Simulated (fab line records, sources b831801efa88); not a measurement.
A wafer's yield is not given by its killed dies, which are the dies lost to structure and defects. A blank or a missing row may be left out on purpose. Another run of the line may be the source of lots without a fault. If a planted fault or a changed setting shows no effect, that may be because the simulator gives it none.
Struck lot and sound lot, side by side    flow gf180mcu    40 out of 602 route steps
Sound: the wafers L474.1, L474.2, L474.6. Struck: wafers L485.1, L485.4 (left out: L485.3, a lot-mate that was not struck); the cause follows at the end.
Each step with rows lists, per side, the tool, then ch with its chambers, then its first start. Under that, the readings that differ: sound wafers    struck wafers    difference of the means    sigmas: that difference in standard deviations of wafers without a fault.
alike: words and numbers the same on both sides, and readings whose means are apart by under 2 such deviations; not compared: readings that were withheld, readings missing a value for some wafer, numbers with overlapping values and no deviation given by the record, and bounds like >300 which may hide the same value.
A row with sigmas, a row that says differs or no value, or rows on one side alone: a step with any of these is where the two part. Non-overlapping numbers with no deviation appear without sigmas and do not part them. A reading that every wafer of one side lacks parts them only if that side has two wafers or more.

GF_V4_RS_MEAS_24: measures by four-point-probe.
  sound on film metro-04 at day 27 12:21; struck on film metro-01 at day 30 14:29
  alike: V4_W_RS
GF_V4_THK_MEAS_25: measures by xrf.
  sound on film metro-04 at day 27 12:28; struck on film metro-01 at day 30 14:36
  alike: V4_W_THK
GF_V4_CMP_26: polishes, stops on SiO2, t overpolish 15 s, target thk 0 nm.
  sound on cmp-01 ch 2,3, day 27 12:32; struck on cmp-01 ch 1,3, day 30 14:40
  alike: head pressure psi, motor current A, overpolish run s, slurry flow ml min, time to endpoint s
then, 2 steps without rows for these wafers: GF_MIM_SPUTTER_00 (material Ti, target thk 37.5 nm, time 150 s); GF_MIM_SPUTTER_01 (material TiN, target thk 30 nm, time 25 s).
GF_MIM_SPUTTER_02: material AlCu, target thk 450 nm, time 23.9 s.
  sound on pvd sputter-03 at day 27 12:58; struck on pvd sputter-01 at day 30 15:05
  alike: throttle valve pct
GF_MIM_SPUTTER_03: material Ti, target thk 10 nm, time 6.7 s.
  sound on pvd sputter-03 at day 27 12:59; struck on pvd sputter-01 at day 30 15:07
  alike: throttle valve pct
then, 2 steps without rows for these wafers: GF_MIM_SPUTTER_04 (material TiN, target thk 50 nm, time 41.7 s); GF_MIM_CVD_05 (deposits Si3N4, target thk 42 nm, time 29.086 s).
GF_MIM_THK_MEAS_06:
  sound on film metro-04 at day 27 13:05; struck on film metro-02 at day 30 15:13
  alike: MIM_CVD_05_THK
then, 1 step without rows for these wafers: GF_MIM_SPUTTER_07 (material TiN, target thk 60 nm, time 50 s).
GF_MIM_SPUTTER_08: material AlCu, target thk 200 nm, time 10.6 s.
  sound on pvd sputter-01 at day 27 13:11; struck on pvd sputter-04 at day 30 15:19
  alike: throttle valve pct
GF_MIM_SPUTTER_09: material TiN, target thk 35 nm, time 29.2 s.
  sound on pvd sputter-01 at day 27 13:13; struck on pvd sputter-04 at day 30 15:20
reading                                  sound              struck    difference  sigmas
model.TiN_of_MIM_SPUTTER_09.thk nm (nm)  34.39 34.08 34.48  37 37.28  +3          
  alike: throttle valve pct
GF_MIM_RS_MEAS_10: measures by four-point-probe.
  sound on film metro-03 at day 27 13:14; struck on film metro-02 at day 30 15:23
  alike: MIM_ALCU_RS
GF_MIM_THK_MEAS_11: measures by xrf.
  sound on film metro-03 at day 27 13:22; struck on film metro-02 at day 30 15:30
  alike: MIM_ALCU_THK
then, 7 steps without rows for these wafers: GF_MIM_DEHYDRATE_12 (time 60 s); GF_MIM_HMDS_13 (prime time 60 s); GF_MIM_COAT_14 (resist thk 1000 nm); GF_MIM_SOFTBAKE_15 (time 60 s); GF_MIM_EXPOSE_16 (exposes mask FuseTop, target cd 2000 nm); GF_MIM_PEB_17; GF_MIM_DEVELOP_18 (develop time 60 s).
GF_MIM_METAL_ETCH_19: etches the open film in Cl2/BCl3, stops on Si3N4, target depth 324.5 nm, time 54.1 s.
  sound on rie metal-01 ch 0,1, day 28 09:22; struck on rie metal-01 ch 1, day 31 08:53
  alike: drypump motor current A, oes product au, throttle valve pct
  not compared: rf hours counter h
then, 10 steps without rows for these wafers: GF_MIM_STRIP_20 (strips in O2/N2); GF_MIM_STRIP_21 (strips in post etch residue remover, time 1200 s); GF_MIM_CLEAN_22 (cleans in DIW); GF_M5_DEHYDRATE_00 (time 60 s); GF_M5_HMDS_01 (prime time 60 s); GF_M5_COAT_02 (resist thk 1000 nm); GF_M5_SOFTBAKE_03 (time 60 s); GF_M5_EXPOSE_04 (exposes mask Metal5, target cd 280 nm); GF_M5_PEB_05 (peb time 90 s); GF_M5_DEVELOP_06 (develop time 60 s).
GF_M5_CD_MEAS_07: the cd target is 280 nm.
  sound on cd sem-01 at day 29 04:31; struck on cd sem-02 at day 32 02:35
reading     sound              struck       difference  sigmas
cd nm (nm)  281.2 280.4 280.9  277.7 276.7  -3.6        -3
GF_M5_OVL_MEAS_08:
  sound on overlay-01 at day 29 04:38; struck on overlay-01 at day 32 02:42
  alike: M5_OVL
then, 3 steps without rows for these wafers: GF_M5_ETCH_09 (etches Si3N4 in CF4/O2, target depth 52 nm, time 11.6 s); GF_M5_METAL_ETCH_10 (etches the open film in Cl2/BCl3, stops on SiO2, target depth 750.8 nm, time 125.1 s); GF_M5_STRIP_11 (strips in O2/N2).
GF_M5_STRIP_12: strips in post etch residue remover, time 1200 s.
  sound on wet bench-04 ch 1, day 29 05:02; struck on wet bench-02 ch 0, day 32 02:59
reading                                  sound              struck       difference  sigmas
model.TiN_of_MIM_SPUTTER_09.thk nm (nm)  33.54 33.23 33.63  36.16 36.44  +2.83       
  alike: temp c
then, 1 step without rows for these wafers: GF_M5_CLEAN_13 (cleans in DIW).

== WHERE THEY PART ==
GF_M5_CD_MEAS_07 only, going by this record. Later steps at which nothing parts them and some readings are alike: GF_M5_OVL_MEAS_08, GF_M5_STRIP_12.

WHY: the cause the simulator had injected
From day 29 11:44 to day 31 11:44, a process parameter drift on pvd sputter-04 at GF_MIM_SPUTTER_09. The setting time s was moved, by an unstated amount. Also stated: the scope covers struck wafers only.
